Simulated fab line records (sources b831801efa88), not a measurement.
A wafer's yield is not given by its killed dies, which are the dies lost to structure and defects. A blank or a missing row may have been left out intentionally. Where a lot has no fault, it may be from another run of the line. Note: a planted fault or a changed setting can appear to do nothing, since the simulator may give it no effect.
fab line records | flow sky130
[record] lots = 14 | wafers = 42 | last_day = 50
route steps=708 shown METAL2@498 CAPM@549 METAL3@562 VIA3@574
lots untouched by any fault: they come from a run of this same line in which no faults occurred
start_h: the number of hours between the record's first day and the start of the first shown wafer of the lot | wait_h: hours elapsed since this lot's preceding step | " unchanged from the row above | L1.1+2: one row covering several wafers at once | - value missing, or start not given | * or withheld: withheld | < > ~ a bound
route shown NAME@n: names a module that has steps shown in the file, with the first one's number in the route | usual: average and standard deviation across the fault-free wafers | same: alike in all rows | chamber/n: place in a boat | sites: the reading at each site | _std_site: how widely they spread, as a standard deviation | _edge_site: mean of outer sites minus mean of inner sites | radius_mm: how far each site lies from the wafer's centre | mask NAME#n: copy n | behind: the tool/chamber that last shaped the wafer | hold: what put the lot on hold/how long, in hours/how the hold closed | device: which transistor (n, p or np) failed to switch | end of line: the tests these same wafers got at the end of their route | a step with no rows: only its recipe | killed: dies that structure and defects cost at the first sort, which is not the same as the wafer's yield | map: per-die view of a wafer (x killed, . not killed, _ where there is no die)
set.NAME: setting as actually run; set.NAME@STEP: the setting as run at that earlier step | model.NAME: the simulator's own value behind a step, which no gauge read
the route's steps for a sample of lots (tables are steps, rows are wafers)
[[steps]]
[step SKY_METAL2_CD_MEAS_15]
[recipe] target_cd_nm = 140
[usual] cd_nm = 140.0/1.3
lot.wafer | tool      | chamber | start_h | wait_h | cd_nm
L740.1    | cd_sem-01 | -       | 829.81  | -      | 139.7
L740.3    | "         | -       | "       | "      | 140.1
L740.5    | "         | -       | "       | "      | 138.5
L744.1    | cd_sem-02 | -       | 887.05  | -      | 140.4
L744.4    | "         | -       | "       | "      | 138.9
L744.6    | "         | -       | "       | "      | 140.0
L746.1    | cd_sem-02 | -       | 889.20  | -      | 139.0
L746.4    | "         | -       | "       | "      | 139.8
L746.5    | "         | -       | "       | "      | 140.8
L745.3    | cd_sem-01 | -       | 891.66  | -      | 141.7
L745.4    | "         | -       | "       | "      | 139.8
L745.5    | "         | -       | "       | "      | 141.8
L749.2    | cd_sem-02 | -       | 919.27  | -      | 142.1
L749.5    | "         | -       | "       | "      | 139.9
L749.6    | "         | -       | "       | "      | 141.8
L748.1    | cd_sem-02 | -       | 921.08  | -      | 136.9
L748.2    | "         | -       | "       | "      | 136.0
L748.4    | "         | -       | "       | "      | 137.5
L751.1    | cd_sem-02 | -       | 935.95  | -      | 139.0
L751.3    | "         | -       | "       | "      | 140.8
L751.5    | "         | -       | "       | "      | 138.9
L752.2    | cd_sem-01 | -       | 947.03  | -      | 140.8
L752.5    | "         | -       | "       | "      | 140.1
L752.6    | "         | -       | "       | "      | 139.6
L755.3    | cd_sem-02 | -       | 956.29  | -      | 137.8
L755.4    | "         | -       | "       | "      | 139.4
L755.5    | "         | -       | "       | "      | 139.2
L754.1    | cd_sem-02 | -       | 958.36  | -      | 138.6
L754.2    | "         | -       | "       | "      | 138.4
L754.4    | "         | -       | "       | "      | 139.6
L758.3    | cd_sem-01 | -       | 976.59  | -      | 140.3
L758.4    | "         | -       | "       | "      | 140.5
L758.6    | "         | -       | "       | "      | 140.4
L761.4    | cd_sem-02 | -       | 979.71  | -      | 139.4
L761.5    | "         | -       | "       | "      | 138.5
L761.6    | "         | -       | "       | "      | 138.8
L760.2    | cd_sem-01 | -       | 983.84  | -      | 140.9
L760.3    | "         | -       | "       | "      | 140.3
L760.5    | "         | -       | "       | "      | 139.5
L762.1    | cd_sem-02 | -       | 988.95  | -      | 138.6
L762.4    | "         | -       | "       | "      | 139.0
L762.5    | "         | -       | "       | "      | 138.6
[step SKY_CAPM_OVL_MEAS_12]
[usual] CAPM_OVL = -0.9/1.5
lot.wafer | tool       | chamber | start_h | wait_h | CAPM_OVL[nm]
L740.1    | overlay-01 | -       | 886.70  | 0.1    | -2.0
L740.3    | "          | -       | "       | "      | -0.8
L740.5    | "          | -       | "       | "      | -0.5
L744.1    | overlay-02 | -       | 941.55  | 0.1    | 1.7
L744.4    | "          | -       | "       | "      | 1.5
L744.6    | "          | -       | "       | "      | 0.4
L746.1    | overlay-02 | -       | 942.46  | 0.1    | -1.7
L746.4    | "          | -       | "       | "      | -0.9
L746.5    | "          | -       | "       | "      | -2.2
L745.3    | overlay-01 | -       | 946.01  | 0.1    | -0.9
L745.4    | "          | -       | "       | "      | -1.0
L745.5    | "          | -       | "       | "      | 0.7
L749.2    | overlay-02 | -       | 971.39  | 0.1    | -3.4
L749.5    | "          | -       | "       | "      | -0.9
L749.6    | "          | -       | "       | "      | -2.5
L748.1    | overlay-02 | -       | 973.11  | 0.1    | -2.0
L748.2    | "          | -       | "       | "      | -2.6
L748.4    | "          | -       | "       | "      | -0.2
L751.1    | overlay-01 | -       | 986.86  | 0.1    | -0.8
L751.3    | "          | -       | "       | "      | -0.8
L751.5    | "          | -       | "       | "      | -1.6
L752.2    | overlay-01 | -       | 998.80  | 0.1    | 2.2
L752.5    | "          | -       | "       | "      | 2.3
L752.6    | "          | -       | "       | "      | 0.9
L755.3    | overlay-02 | -       | 1007.17 | 0.1    | 1.7
L755.4    | "          | -       | "       | "      | -0.5
L755.5    | "          | -       | "       | "      | 1.9
L754.1    | overlay-02 | -       | 1010.00 | 0.1    | -1.5
L754.2    | "          | -       | "       | "      | 1.7
L754.4    | "          | -       | "       | "      | -0.5
L758.3    | overlay-02 | -       | 1026.01 | 0.1    | -1.9
L758.4    | "          | -       | "       | "      | -1.0
L758.6    | "          | -       | "       | "      | 1.4
L761.4    | overlay-01 | -       | 1029.56 | 0.1    | 0.6
L761.5    | "          | -       | "       | "      | -2.2
L761.6    | "          | -       | "       | "      | -2.4
L760.2    | overlay-02 | -       | 1033.30 | 0.1    | -2.7
L760.3    | "          | -       | "       | "      | -3.0
L760.5    | "          | -       | "       | "      | -3.6
L762.1    | overlay-02 | -       | 1038.35 | 0.1    | 1.3
L762.4    | "          | -       | "       | "      | 0.0
L762.5    | "          | -       | "       | "      | -1.1
[step SKY_METAL3_DEVELOP_12]
[recipe] develop_time_s = 60 | resist = KrF-thick | dev_temp_c = 21
[usual] chill_plate_temp_C = 22.97/0.094 | develop_time_s = 60/0
lot.wafer | tool           | chamber | start_h | wait_h | chill_plate_temp_C | develop_time_s
L740.1    | litho_track-02 | 0       | 913     | -      | 22.71              | 60
L740.3    | "              | 0       | "       | "      | 22.83              | 60
L740.5    | "              | 0       | "       | "      | 23.07              | 60
L744.1    | litho_track-04 | 0       | 965     | -      | 23.02              | 60
L744.4    | "              | 0       | "       | "      | 22.96              | 60
L744.6    | "              | 0       | "       | "      | 22.91              | 60
L746.1    | litho_track-01 | 0       | 967     | -      | 22.97              | 60
L746.4    | "              | 0       | "       | "      | 23.04              | 60
L746.5    | "              | 0       | "       | "      | 22.99              | 60
L745.3    | litho_track-01 | 0       | 970     | -      | 22.84              | 60
L745.4    | "              | 0       | "       | "      | 23.09              | 60
L745.5    | "              | 0       | "       | "      | 23.03              | 60
L749.2    | litho_track-02 | 0       | 995     | -      | 23.01              | 60
L749.5    | "              | 0       | "       | "      | 22.99              | 60
L749.6    | "              | 0       | "       | "      | 22.95              | 60
L748.1    | litho_track-04 | 0       | 996     | -      | 23.00              | 60
L748.2    | "              | 0       | "       | "      | 22.98              | 60
L748.4    | "              | 0       | "       | "      | 23.07              | 60
L751.1    | litho_track-01 | 0       | 1010    | -      | 22.96              | 60
L751.3    | "              | 0       | "       | "      | 23.00              | 60
L751.5    | "              | 0       | "       | "      | 23.19              | 60
L752.2    | litho_track-02 | 0       | 1022    | -      | 22.90              | 60
L752.5    | "              | 0       | "       | "      | 22.91              | 60
L752.6    | "              | 0       | "       | "      | 23.02              | 60
L755.3    | litho_track-01 | 0       | 1030    | -      | 23.10              | 60
L755.4    | "              | 0       | "       | "      | 23.07              | 60
L755.5    | "              | 0       | "       | "      | 23.12              | 60
L754.1    | litho_track-02 | 0       | 1033    | -      | 23.11              | 60
L754.2    | "              | 0       | "       | "      | 23.05              | 60
L754.4    | "              | 0       | "       | "      | 23.00              | 60
L758.3    | litho_track-01 | 0       | 1049    | -      | 22.88              | 60
L758.4    | "              | 0       | "       | "      | 22.80              | 60
L758.6    | "              | 0       | "       | "      | 22.89              | 60
L761.4    | litho_track-01 | -       | 1052    | -      | -                  | -
L761.5    | "              | -       | "       | "      | -                  | -
L761.6    | "              | -       | "       | "      | -                  | -
L760.2    | litho_track-04 | -       | 1055    | -      | -                  | -
L760.3    | "              | -       | "       | "      | -                  | -
L760.5    | "              | -       | "       | "      | -                  | -
L762.1    | litho_track-02 | 0       | 1060    | -      | 22.81              | 60
L762.4    | "              | 0       | "       | "      | 22.86              | 60
L762.5    | "              | 0       | "       | "      | 22.90              | 60
[step SKY_VIA3_THK_MEAS_01]
[recipe] reads = SiO2_of_VIA3_HDPCVD_00
[usual] VIA3_HDPCVD_THK = 1642/16
lot.wafer | tool          | chamber | start_h | wait_h | VIA3_HDPCVD_THK[nm]
L740.1    | film_metro-03 | -       | 914.51  | 0.1    | 1639
L740.3    | "             | -       | "       | "      | 1625
L740.5    | "             | -       | "       | "      | 1626
L744.1    | film_metro-02 | -       | 966.84  | 0.1    | 1650
L744.4    | "             | -       | "       | "      | 1670
L744.6    | "             | -       | "       | "      | 1654
L746.1    | film_metro-02 | -       | 968.48  | 0.1    | 1620
L746.4    | "             | -       | "       | "      | 1659
L746.5    | "             | -       | "       | "      | 1626
L745.3    | film_metro-03 | -       | 971.55  | 0.1    | 1637
L745.4    | "             | -       | "       | "      | 1641
L745.5    | "             | -       | "       | "      | 1619
L749.2    | film_metro-03 | -       | 996.87  | 0.2    | 1635
L749.5    | "             | -       | "       | "      | 1618
L749.6    | "             | -       | "       | "      | 1632
L748.1    | film_metro-01 | -       | 998.13  | 0.2    | 1622
L748.2    | "             | -       | "       | "      | 1629
L748.4    | "             | -       | "       | "      | 1615
L751.1    | film_metro-01 | -       | 1011.81 | 0.1    | 1660
L751.3    | "             | -       | "       | "      | 1659
L751.5    | "             | -       | "       | "      | 1659
L752.2    | film_metro-01 | -       | 1023.85 | 0.1    | 1636
L752.5    | "             | -       | "       | "      | 1630
L752.6    | "             | -       | "       | "      | 1654
L755.3    | film_metro-01 | -       | 1031.95 | 0.1    | 1662
L755.4    | "             | -       | "       | "      | 1640
L755.5    | "             | -       | "       | "      | 1668
L754.1    | film_metro-01 | -       | 1034.82 | 0.1    | 1653
L754.2    | "             | -       | "       | "      | 1630
L754.4    | "             | -       | "       | "      | 1635
L758.3    | film_metro-02 | -       | 1050.67 | 0.1    | 1624
L758.4    | "             | -       | "       | "      | 1627
L758.6    | "             | -       | "       | "      | 1639
L762.1    | film_metro-03 | -       | 1062.04 | 0.1    | 1622
L762.4    | "             | -       | "       | "      | 1620
L762.5    | "             | -       | "       | "      | 1619
[[key]]
[first_sign] step = SKY_METAL3_DEVELOP_12 | reading = tool_record | direction = missing
effect none on later readings
met_at SKY_METAL3_DEVELOP_12
struck_lots L760,L761
later_rows_left_out L760.2,L760.3,L760.5,L761.4,L761.5,L761.6
sort_left_out L760.2,L760.3,L760.5,L761.4,L761.5,L761.6
not_acting_at SKY_METAL2_CD_MEAS_15,SKY_CAPM_OVL_MEAS_12,SKY_VIA3_THK_MEAS_01
onset_between 1049 1052
[fault] kind = skipped_step_whole | tool = litho_track-01,litho_track-04 | chamber = - | onset_h = 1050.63 | steps = SKY_METAL3_DEVELOP_12 | scope = struck_lots_only
// sort_left_out: the simulated sort isn't trusted on such a fault, so these wafers' sort isn't shown, and their yield isn't known
// later_rows_left_out: the simulator's readings of these wafers behind a module that went badly wrong aren't trusted and aren't shown, but for the sort
